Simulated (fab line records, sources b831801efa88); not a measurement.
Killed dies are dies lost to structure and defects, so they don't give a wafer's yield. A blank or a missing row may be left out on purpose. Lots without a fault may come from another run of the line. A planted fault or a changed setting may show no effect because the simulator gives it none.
A struck lot beside a sound one | flow sfq_line | 13 steps out of a route of 325
Sound: wafers L189.1, L189.3, L189.6. Struck: wafer L196.2. (L196.1, L196.5 of the same lot were not struck and are left out.) The cause comes at the end.
At each step with rows: each side's tool, then ch and its chambers, then its first start. Under that, the readings that differ: sound wafers | struck wafers | difference of the means | sigmas: that difference in standard deviations of wafers without a fault.
alike: readings whose means differ by less than 2 such deviations, and words and numbers that are the same on both sides. not compared: withheld readings, readings that some wafer has no value for, bounds like >300 that may hide the same value, and numbers for which the record gives no deviation and whose values overlap.
The two part at a step that has a row with sigmas, a row that says differs or no value, or rows on one side only. Numbers that don't overlap but have no deviation are shown without sigmas and don't part them. A reading that every wafer of one side lacks parts them only if that side has two wafers or more.

first, 1 step without rows for these wafers: SFQ_TRILAYER_JJ_TRILAYER_DEP_AL_OXIDATION_111 (oxidation time 600 s).
SFQ_TRILAYER_JJ_TRILAYER_DEP_SPUTTER_112: material Nb, target thk 170 nm, time 113.3 s.
  sound on pvd_sputter-05, day 57 11:33; struck on pvd_sputter-03, day 60 12:37
  alike: throttle_valve_pct
SFQ_JJ_RS_MEAS_929: measures by four-point-probe.
  sound on film_metro-04, day 57 11:38; struck on film_metro-01, day 60 12:42
  alike: JJ_NB_RS
then, 6 steps without rows for these wafers: SFQ_TRILAYER_JJ_CE_LITHO_COAT_119 (resist thk 62 nm); SFQ_TRILAYER_JJ_CE_LITHO_COAT_114 (resist thk 600 nm); SFQ_TRILAYER_JJ_CE_LITHO_SOFTBAKE_118; SFQ_TRILAYER_JJ_CE_LITHO_EXPOSE_115 (exposes mask J5, target cd 700 nm); SFQ_TRILAYER_JJ_CE_LITHO_PEB_117 (peb time 58.8 s); SFQ_TRILAYER_JJ_CE_LITHO_DEVELOP_116 (time 60 s).
-- the record jumps here: 5 days lie between the struck wafers' starts before and after --
SFQ_JJ_OVL_MEAS_931:
  sound on overlay-01, day 62 11:36; struck on overlay-01, day 65 16:58
  alike: J5_OVL
SFQ_TRILAYER_JJ_CE_METRO_MEASURE_117:
  sound on cd_sem-02, day 62 11:38; struck on cd_sem-01, day 65 17:01
  alike: cd_nm
SFQ_TRILAYER_JJ_CE_BARC_OPEN_RIE_150: chemistry O2, target BARC, target depth 240 nm, time 80 s.
  sound on rie_metal-02 ch 1, day 62 12:50; struck on rie_metal-02 ch 0, day 65 18:13
  reading            | sound             | struck | difference | sigmas
  rf_fwd_power_W (W) | 593.9 593.7 594.6 | 689.1  | +95.0      | +53
  alike: chamber_pressure_mTorr, drypump_motor_current_A, oes_product_au
  not compared: rf_hours_counter_h
SFQ_TRILAYER_JJ_CE_ETCH_RIE_118: chemistry SF6, target Nb, stops on Al2O3, time 97.7 s, target depth 170 nm.
  sound on rie_metal-02 ch 1, day 62 12:56; struck on rie_metal-02 ch 0, day 65 18:18
  alike: chamber_pressure_mTorr, drypump_motor_current_A, oes_product_au, rf_fwd_power_W
  not compared: rf_hours_counter_h

WHERE THEY PART
Only at SFQ_TRILAYER_JJ_CE_BARC_OPEN_RIE_150, within this record. Later steps at which nothing parts them and some readings are alike: SFQ_TRILAYER_JJ_CE_ETCH_RIE_118.

WHY: what the simulator had put in
Process parameter drift: rie_metal-02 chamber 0, from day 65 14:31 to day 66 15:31, at SFQ_TRILAYER_JJ_CE_BARC_OPEN_RIE_150. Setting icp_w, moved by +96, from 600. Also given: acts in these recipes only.
